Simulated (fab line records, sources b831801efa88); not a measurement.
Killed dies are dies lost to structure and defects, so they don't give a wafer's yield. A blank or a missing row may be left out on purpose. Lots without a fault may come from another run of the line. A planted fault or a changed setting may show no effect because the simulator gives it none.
fab line records | flow sfq_line
record lots=6 wafers=18 last_day=86
route steps=325 shown R5@216 I5@228 C5@240 M6@251
lots that met no fault: from a run of the same line without faults
start_h: hours from the record's first day to the start of the lot's first wafer shown | wait_h: hours since the lot's step before | " the same as in the row above | L1.1+2: a row that stands for several wafers | - no value, or no start given | * or withheld: withheld | < > ~ a bound
route shown NAME@n: a module of which the file shows steps, and the number in the route of the first | usual: mean/standard deviation of fault-free wafers | same: alike in all rows | chamber/n: place in a boat | sites: the reading at each site | _std_site: their standard deviation | _edge_site: outer sites' mean less inner sites' | radius_mm: how far each site lies from the wafer's centre | mask NAME#n: copy n | behind: the tool/chamber that last shaped the wafer | hold: why the lot was held/for how many hours/how that ended | device: the transistor (n, p or np) that didn't switch | end of line: the same wafers' tests at the end of the route | a step without rows: its recipe alone | killed: dies lost to structure and defects at the first sort, not the wafer's yield | map: a wafer's dies, x killed, . not, _ none there
set.NAME: the setting as run; set.NAME@STEP: as run at that earlier step | model.NAME: the simulator's own value behind a step, which no gauge read
lots at some steps of the route; a table a step, a row a wafer
services: from which hour (start_h, from the record's first day; less than 0 if before it) a tool's chamber was out of use, for how many hours, and why
## steps
# step SFQ_R5_THK_MEAS_934
# recipe thk_meas_gauge=xrf reads=MoNx_of_TRILAYER_R5_DEP_SPUTTER_133
# usual R5_MONX_THK=40.7/0.53
# columns lot.wafer tool chamber start_h wait_h R5_MONX_THK[nm]
L393.1 film_metro-03 - 1259.15 0.1 40.4
L393.4 " - " " 41.0
L393.6 " - " " 40.7
L395.2 film_metro-01 - 1279.67 0.1 40.2
L395.5 " - " " 41.3
L395.6 " - " " 40.4
L400.4 film_metro-02 - 1323.08 0.1 40.9
L400.5 " - " " 40.9
L400.6 " - " " 40.7
L402.2 film_metro-01 - 1373.06 0.1 40.4
L402.4 " - " " 40.7
L402.5 " - " " 39.9
L406.1 film_metro-03 - 1523.99 0.1 40.5
L406.4 " - " " 40.7
L406.6 " - " " 40.5
L407.1 film_metro-03 - 1531.19 0.1 41.4
L407.3 " - " " 41.3
L407.5 " - " " 40.5
# step SFQ_TRILAYER_R5_LITHO_COAT_141
# recipe resist=BARC spin_rpm=3000 resist_thk_nm=62
# step SFQ_TRILAYER_R5_LITHO_COAT_136
# recipe resist=KrF spin_rpm=3000 resist_thk_nm=600
# step SFQ_TRILAYER_R5_LITHO_SOFTBAKE_140
# recipe temp_c=withheld time_s=withheld resist=KrF
# step SFQ_TRILAYER_R5_LITHO_EXPOSE_137
# recipe mask_id=R5 na=0.6 source_shape=conventional sigma_outer=0.65 target_cd_nm=500 dose_mj=14.4
# step SFQ_TRILAYER_R5_LITHO_PEB_139
# recipe peb_temp_c=115 peb_time_s=60 resist=KrF
# step SFQ_TRILAYER_R5_LITHO_DEVELOP_138
# recipe time_s=60 resist=KrF
# step SFQ_R5_OVL_MEAS_935
# usual R5_OVL=3/4.8
# columns lot.wafer tool chamber start_h wait_h R5_OVL[nm]
L393.1 overlay-01 - 1406.46 0.1 -1
L393.4 " - " " 1
L393.6 " - " " -8
L395.2 overlay-02 - 1429.59 0.1 6
L395.5 " - " " 7
L395.6 " - " " 8
L400.4 overlay-01 - 1469.32 0.1 9
L400.5 " - " " 0
L400.6 " - " " 10
L402.2 overlay-02 - 1512.30 0.1 11
L402.4 " - " " 5
L402.5 " - " " -3
L406.1 overlay-02 - 1526.30 0.1 6
L406.4 " - " " 3
L406.6 " - " " 10
L407.1 overlay-01 - 1533.50 0.1 -3
L407.3 " - " " -4
L407.5 " - " " 1
# step SFQ_TRILAYER_R5_BARC_OPEN_METAL_ETCH_177
# recipe mask_material=PR chemistry=O2 target_depth_nm=125 target=BARC icp_w=600 bias_w=80 pressure_mtorr=10 time_s=41.7
# usual drypump_motor_current_A=5.5/0.52 oes_product_au=0.685/0.0052
# columns lot.wafer tool chamber start_h wait_h drypump_motor_current_A oes_product_au rf_hours_counter_h
L393.1 rie_metal-03 1 1406.50 0.0 4.8 0.682 82
L393.4 " 1 " " 4.8 0.683 -
L393.6 " 1 " " 4.8 0.684 -
L395.2 rie_metal-02 1 1429.62 0.0 5.8 0.682 79
L395.5 " 0 " " 5.6 0.679 -
L395.6 " 1 " " 5.8 0.685 -
L400.4 rie_metal-02 0 1469.36 0.0 5.6 0.685 -
L400.5 " 1 " " 5.8 0.691 -
L400.6 " 0 " " 5.6 0.677 -
L402.2 rie_metal-03 1 1512.33 0.0 4.8 0.688 98
L402.4 " 0 " " 6.2 0.690 -
L402.5 " 0 " " 6.1 0.683 -
L406.1 rie_metal-02 1 1526.34 0.0 5.8 0.684 93
L406.4 " 0 " " 5.6 0.685 -
L406.6 " 1 " " 5.8 0.690 -
L407.1 rie_metal-01 0 1533.54 0.0 5.2 0.681 47
L407.3 " 1 " " 6.0 0.685 -
L407.5 " 1 " " 6.0 0.695 -
# step SFQ_TRILAYER_R5_ETCH_METAL_ETCH_139
# recipe stop_on=SiO2 mask_material=PR chemistry=Cl2 target_depth_nm=60 icp_w=600 bias_w=80 pressure_mtorr=10 time_s=40
# usual drypump_motor_current_A=5.5/0.52 oes_product_au=0.992/0.0054
# columns lot.wafer tool chamber start_h wait_h drypump_motor_current_A oes_product_au rf_hours_counter_h
L393.1 rie_metal-03 1 1406.56 0.0 4.8 0.994 82
L393.4 " 1 " " 4.8 0.996 -
L393.6 " 1 " " 4.8 0.988 -
L395.2 rie_metal-02 1 1429.67 0.0 5.8 0.993 79
L395.5 " 0 " " 5.6 0.985 -
L395.6 " 1 " " 5.8 1.000 -
L400.4 rie_metal-02 0 1469.42 0.0 5.6 0.992 -
L400.5 " 1 " " 5.8 0.996 -
L400.6 " 0 " " 5.6 0.998 -
L402.2 rie_metal-03 1 1512.39 0.0 4.8 0.985 98
L402.4 " 0 " " 6.2 0.982 -
L402.5 " 0 " " 6.1 0.994 -
L406.1 rie_metal-02 1 1526.42 0.1 5.8 0.998 93
L406.4 " 0 " " 5.6 0.991 -
L406.6 " 1 " " 5.8 0.996 -
L407.1 rie_metal-01 0 1533.60 0.0 5.2 0.989 47
L407.3 " 1 " " 6.0 0.988 -
L407.5 " 1 " " 6.0 0.995 -
# step SFQ_TRILAYER_R5_STRIP_STRIP_140
# recipe gas=O2 power_w=200 platen_temp_c=40 overash_fraction=0.65 chemistry=O2 pressure_mtorr=50
# usual drypump_motor_current_A=5.5/0.52 oes_product_au=1.006/0.0099
# columns lot.wafer tool chamber start_h wait_h drypump_motor_current_A oes_product_au rf_hours_counter_h
L393.1 rie_metal-03 1 1406.62 0.0 4.8 1.003 82
L393.4 " 1 " " 4.8 1.004 -
L393.6 " 1 " " 4.8 1.005 -
L395.2 rie_metal-02 1 1429.73 0.0 5.8 1.015 79
L395.5 " 0 " " 5.6 1.008 -
L395.6 " 1 " " 5.8 1.019 -
L400.4 rie_metal-02 0 1469.66 0.2 5.6 1.013 -
L400.5 " 1 " " 5.7 1.020 -
L400.6 " 0 " " 5.6 1.018 -
L402.2 rie_metal-03 1 1512.45 0.0 4.8 1.016 98
L402.4 " 0 " " 6.2 1.000 -
L402.5 " 0 " " 6.2 1.010 -
L406.1 rie_metal-02 1 1526.49 0.1 5.8 1.017 93
L406.4 " 0 " " 5.6 1.009 -
L406.6 " 1 " " 5.8 1.012 -
L407.1 rie_metal-01 0 1533.65 0.0 5.2 0.995 47
L407.3 " 1 " " 5.9 1.001 -
L407.5 " 1 " " 6.0 1.007 -
# step SFQ_TRILAYER_R5_STRIP_SOLV_CLEAN_141
# recipe chemistry=NMP temp_c=70 time_s=600
# step SFQ_TRILAYER_A5C_DEP_PECVD_142
# recipe material=SiO2 temp_c=150 time_s=15.556 pressure_torr=2.4 rf_w=183.3 precursor=SiH4/N2O target_thk_nm=70
# usual heater_power_w=87/9.8 throttle_valve_pct=24.2/0.68
# columns lot.wafer tool chamber start_h wait_h heater_power_w throttle_valve_pct model.SiO2_of_TRILAYER_A5C_DEP_PECVD_142.thk_nm
L393.1 pecvd-02 2 1407.39 0.0 82 23.8 69.16
L393.4 " 2 " " 78 23.8 80.9
L393.6 " 2 " " 78 23.8 81.49
L395.2 pecvd-02 1 1430.51 0.0 91 23.7 80.33
L395.5 " 1 " " 89 24.0 70.99
L395.6 " 2 " " 81 24.2 81.21
L400.4 pecvd-01 2 1470.25 0.0 84 24.1 69.95
L400.5 " 0 " " 73 25.3 70.24
L400.6 " 1 " " 97 24.0 70.27
L402.2 pecvd-01 2 1513.23 0.0 81 24.5 70.39
L402.4 " 0 " " 71 25.3 72.61
L402.5 " 1 " " 98 23.9 72.19
L406.1 pecvd-02 0 1527.47 0.0 96 23.9 69.94
L406.4 " 0 " " 96 24.0 70.03
L406.6 " 1 " " 99 24.0 71.09
L407.1 pecvd-04 0 1534.45 0.0 102 23.7 69.62
L407.3 " 2 " " 81 25.9 70.46
L407.5 " 0 " " 102 23.6 70.99
# step SFQ_TRILAYER_I5_LITHO_COAT_149
# recipe resist=BARC spin_rpm=3000 resist_thk_nm=62
# step SFQ_TRILAYER_I5_LITHO_COAT_144
# recipe resist=KrF spin_rpm=3000 resist_thk_nm=650
# step SFQ_TRILAYER_I5_LITHO_SOFTBAKE_148
# recipe temp_c=withheld time_s=withheld resist=KrF
# step SFQ_TRILAYER_I5_LITHO_EXPOSE_145
# recipe mask_id=I5 na=0.6 source_shape=conventional sigma_outer=0.65 target_cd_nm=700 dose_mj=21.3
# step SFQ_TRILAYER_I5_LITHO_PEB_147
# recipe peb_temp_c=115 peb_time_s=60 resist=KrF
# step SFQ_TRILAYER_I5_LITHO_DEVELOP_146
# recipe time_s=60 resist=KrF
# step SFQ_I5_OVL_MEAS_936
# usual I5_OVL=1/5.5
# columns lot.wafer tool chamber start_h wait_h I5_OVL[nm]
L393.1 overlay-02 - 1546.02 0.1 -2
L393.4 " - " " 0
L393.6 " - " " -5
L395.2 overlay-02 - 1559.35 0.1 2
L395.5 " - " " -3
L395.6 " - " " -4
L400.4 overlay-01 - 1595.36 0.1 0
L400.5 " - " " 1
L400.6 " - " " 3
L402.2 overlay-01 - 1635.80 0.1 2
L402.4 " - " " -6
L402.5 " - " " -2
L406.1 overlay-02 - 1649.05 0.1 7
L406.4 " - " " 7
L406.6 " - " " 3
L407.1 overlay-01 - 1655.05 0.1 10
L407.3 " - " " 10
L407.5 " - " " 3
# step SFQ_TRILAYER_I5_BARC_OPEN_VIA_ETCH_200
# recipe mask_material=PR chemistry=O2 target_depth_nm=125 target=BARC source_w=500 bias_w=80 pressure_mtorr=30 time_s=41.7
# usual drypump_motor_current_A=5.6/0.49 oes_product_au=0.685/0.0041
# columns lot.wafer tool chamber start_h wait_h drypump_motor_current_A oes_product_au rf_hours_counter_h
L393.1 rie_diel-02 1 1546.06 0.0 4.8 0.687 1
L393.4 " 2 " " 6.3 0.678 12
L393.6 " 2 " " 6.3 0.678 -
L395.2 rie_diel-02 3 1559.38 0.0 5.7 0.691 15
L395.5 " 0 " " 6.0 0.686 -
L395.6 " 1 " " 4.8 0.687 -
L400.4 rie_diel-02 2 1595.40 0.0 6.3 0.683 -
L400.5 " 1 " " 4.8 0.676 -
L400.6 " 3 " " 5.7 0.690 -
L402.2 rie_diel-04 0 1635.83 0.0 5.1 0.685 13
L402.4 " 3 " " 6.0 0.680 16
L402.5 " 3 " " 6.0 0.687 -
L406.1 rie_diel-01 0 1649.09 0.0 5.4 0.685 11
L406.4 " 2 " " 5.8 0.687 2
L406.6 " 3 " " 6.1 0.691 -
L407.1 rie_diel-01 2 1655.09 0.0 5.8 0.683 2
L407.3 " 0 " " 5.5 0.683 11
L407.5 " 3 " " 6.1 0.687 -
# step SFQ_TRILAYER_I5_ETCH_VIA_ETCH_147
# recipe stop_on=Nb mask_material=PR chemistry=CHF3 target_depth_nm=360 source_w=500 bias_w=80 pressure_mtorr=30 time_s=withheld
# usual drypump_motor_current_A=5.6/0.49 oes_product_au=0.989/0.0065
# columns lot.wafer tool chamber start_h wait_h drypump_motor_current_A oes_product_au
L393.1 rie_diel-02 1 1546.10 0.0 4.8 0.991
L393.4 " 2 " " 6.3 0.993
L393.6 " 2 " " 6.3 0.989
L395.2 rie_diel-02 3 1559.42 0.0 5.7 0.993
L395.5 " 0 " " 6.0 0.975
L395.6 " 1 " " 4.8 0.992
L400.4 rie_diel-02 2 1595.50 0.1 6.3 1.002
L400.5 " 1 " " 4.8 0.987
L400.6 " 3 " " 5.7 0.995
L402.2 rie_diel-04 0 1635.87 0.0 5.1 0.979
L402.4 " 3 " " 6.0 0.979
L402.5 " 3 " " 6.0 0.980
L406.1 rie_diel-01 0 1649.13 0.0 5.5 1.000
L406.4 " 2 " " 5.8 0.993
L406.6 " 3 " " 6.0 0.985
L407.1 rie_diel-01 2 1655.13 0.0 5.8 0.989
L407.3 " 0 " " 5.4 0.990
L407.5 " 3 " " 6.1 0.990
# step SFQ_TRILAYER_I5_STRIP_STRIP_148
# recipe gas=O2 power_w=200 platen_temp_c=40 overash_fraction=0.65 chemistry=O2 pressure_mtorr=50
# step SFQ_TRILAYER_I5_STRIP_SOLV_CLEAN_149
# recipe chemistry=NMP temp_c=70 time_s=600
# step SFQ_TRILAYER_C5_LITHO_COAT_156
# recipe resist=BARC spin_rpm=3000 resist_thk_nm=62
# step SFQ_TRILAYER_C5_LITHO_COAT_151
# recipe resist=KrF spin_rpm=3000 resist_thk_nm=650
# step SFQ_TRILAYER_C5_LITHO_SOFTBAKE_155
# recipe temp_c=withheld time_s=withheld resist=KrF
# step SFQ_TRILAYER_C5_LITHO_EXPOSE_152
# recipe mask_id=C5 na=0.6 source_shape=conventional sigma_outer=0.65 target_cd_nm=500 dose_mj=21.3
# step SFQ_TRILAYER_C5_LITHO_PEB_154
# recipe peb_temp_c=115 peb_time_s=60 resist=KrF
# step SFQ_TRILAYER_C5_LITHO_DEVELOP_153
# recipe time_s=60 resist=KrF
# step SFQ_C5_OVL_MEAS_937
# usual C5_OVL=-3/5
# columns lot.wafer tool chamber start_h wait_h C5_OVL[nm]
L393.1 overlay-02 - 1670.90 0.1 -2
L393.4 " - " " 0
L393.6 " - " " -1
L395.2 overlay-01 - 1683.58 0.1 -4
L395.5 " - " " -9
L395.6 " - " " -2
L400.4 overlay-02 - 1711.94 0.1 -9
L400.5 " - " " -1
L400.6 " - " " -3
L402.2 overlay-02 - 1731.35 0.1 -12
L402.4 " - " " -11
L402.5 " - " " -8
L406.1 overlay-01 - 1744.55 0.1 -5
L406.4 " - " " -4
L406.6 " - " " 4
L407.1 overlay-02 - 1750.67 0.1 -3
L407.3 " - " " -1
L407.5 " - " " -3
# step SFQ_TRILAYER_C5_BARC_OPEN_VIA_ETCH_210
# recipe mask_material=PR chemistry=O2 target_depth_nm=125 target=BARC source_w=500 bias_w=80 pressure_mtorr=30 time_s=41.7
# step SFQ_TRILAYER_C5_ETCH_VIA_ETCH_154
# recipe target=SiO2 mask_material=PR chemistry=CHF3 target_depth_nm=84 source_w=500 bias_w=80 pressure_mtorr=30 time_s=withheld stop_on=Nb
# usual drypump_motor_current_A=5.7/0.61 oes_product_au=0.898/0.0075
# columns lot.wafer tool chamber start_h wait_h drypump_motor_current_A oes_product_au model.etch.depth_nm model.C5.feature_depth_nm
L393.1 rie_diel-03 2 1670.98 0.0 6.4 0.892 69.16 69.16
L393.4 " 3 " " 5.8 0.970 80.9 80.9
L393.6 " 2 " " 6.4 0.983 81.49 81.49
L395.2 rie_diel-04 1 1683.65 0.0 4.8 0.971 80.33 80.33
L395.5 " 3 " " 6.0 0.904 70.99 70.99
L395.6 " 1 " " 4.9 0.973 81.21 81.21
L400.4 rie_diel-04 0 1712.00 0.0 5.1 0.896 69.95 69.95
L400.5 " 2 " " 5.2 0.893 70.24 70.24
L400.6 " 1 " " 4.9 0.892 70.27 70.27
L402.2 rie_diel-03 2 1731.42 0.0 6.4 0.900 70.39 70.39
L402.4 " 0 " " 6.1 0.913 72.61 72.61
L402.5 " 3 " " 5.8 0.910 72.19 72.19
L406.1 rie_diel-04 3 1744.62 0.0 6.0 0.892 69.94 69.94
L406.4 " 1 " " 4.9 0.894 70.03 70.03
L406.6 " 1 " " 4.9 0.896 71.09 71.09
L407.1 rie_diel-02 2 1750.75 0.0 6.3 0.879 69.62 69.62
L407.3 " 1 " " 4.8 0.908 70.46 70.46
L407.5 " 3 " " 5.7 0.903 70.99 70.99
# step SFQ_TRILAYER_C5_STRIP_STRIP_155
# recipe gas=O2 power_w=200 platen_temp_c=40 overash_fraction=0.65 chemistry=O2 pressure_mtorr=50
# step SFQ_TRILAYER_C5_STRIP_SOLV_CLEAN_156
# recipe chemistry=NMP temp_c=70 time_s=600
# step SFQ_TRILAYER_M6_DEP_PRE_CLEAN_158
# recipe gas=Ar time_s=22.5 bias_v=250
# columns lot.wafer tool chamber start_h wait_h model.SiO2_of_TRILAYER_A5C_DEP_PECVD_142.thk_nm
L393.1 pvd_sputter-04 - 1671.80 0.0 61.67
L393.4 " - " " 73.4
L393.6 " - " " 73.99
L395.2 pvd_sputter-05 - 1684.47 0.0 72.83
L395.5 " - " " 63.49
L395.6 " - " " 73.71
L400.4 pvd_sputter-06 - 1712.84 0.0 62.45
L400.5 " - " " 62.74
L400.6 " - " " 62.77
L402.2 pvd_sputter-04 - 1732.26 0.0 62.89
L402.4 " - " " 65.11
L402.5 " - " " 64.69
L406.1 pvd_sputter-06 - 1745.45 0.0 62.44
L406.4 " - " " 62.53
L406.6 " - " " 63.59
L407.1 pvd_sputter-05 - 1751.59 0.0 62.12
L407.3 " - " " 62.96
L407.5 " - " " 63.49
# step SFQ_TRILAYER_M6_DEP_SPUTTER_157
# recipe material=Nb base_pressure_pa=1.33e-06 chamber_pressure_pa=0.1333 substrate_temp_c=20 target_thk_nm=200 power_w=2000 time_s=133.3
## services
# columns tool chamber start_h hours kind
rie_diel-04 2 1386.27 1.5 repair
rie_diel-02 0 1418.98 3.7 repair
rie_diel-01 0 1427.78 2.2 repair
rie_diel-01 1 1439.61 7.6 repair
rie_diel-02 - 1466.93 1.1 repair
rie_diel-02 3 1471.89 4.8 repair
rie_diel-04 2 1478.89 13.0 repair
rie_diel-02 - 1488.11 0.9 repair
rie_diel-04 1 1488.11 2.5 repair
rie_metal-02 - 1492.89 1.4 pm
rie_diel-02 - 1506.60 2.8 pm
rie_diel-01 0 1521.11 8.1 repair
rie_diel-04 2 1536.80 8.6 repair
rie_metal-03 1 1586.17 28.9 repair
rie_diel-04 0 1591.69 7.1 repair
rie_diel-04 0 1602.34 7.3 repair
rie_diel-02 3 1634.01 1.4 repair
rie_metal-03 0 1639.65 9.6 repair
rie_diel-02 - 1655.58 0.2 repair
rie_metal-03 - 1660.20 0.1 repair
rie_diel-04 0 1680.13 4.2 repair
rie_metal-03 - 1698.23 0.5 repair
rie_diel-04 0 1729.49 3.9 repair
rie_metal-03 0 1749.06 3.4 repair
## key
first_sign step=SFQ_TRILAYER_C5_ETCH_VIA_ETCH_154 reading=oes_product_au direction=up sigmas=10 usual=0.898 struck=0.974
effect none on later readings
model_effect step=SFQ_TRILAYER_A5C_DEP_PECVD_142 value=SiO2_of_TRILAYER_A5C_DEP_PECVD_142.thk_nm without=70.52 struck=80.98
model_effect step=SFQ_TRILAYER_C5_ETCH_VIA_ETCH_154 value=etch.depth_nm without=70.52 struck=80.98
model_effect step=SFQ_TRILAYER_M6_DEP_PRE_CLEAN_158 value=SiO2_of_TRILAYER_A5C_DEP_PECVD_142.thk_nm without=63.02 struck=73.48
met_at SFQ_TRILAYER_A5C_DEP_PECVD_142
struck_wafers L393.4,L393.6,L395.2,L395.6
fault kind=process_parameter_drift tool=pecvd-02 chamber=- onset_h=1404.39 steps=SFQ_TRILAYER_A5C_DEP_PECVD_142 channel=target_thk_nm offset=10.453 shape=step end_h=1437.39 scope=struck_wafers_only acts_in=these_recipes_only stated=70
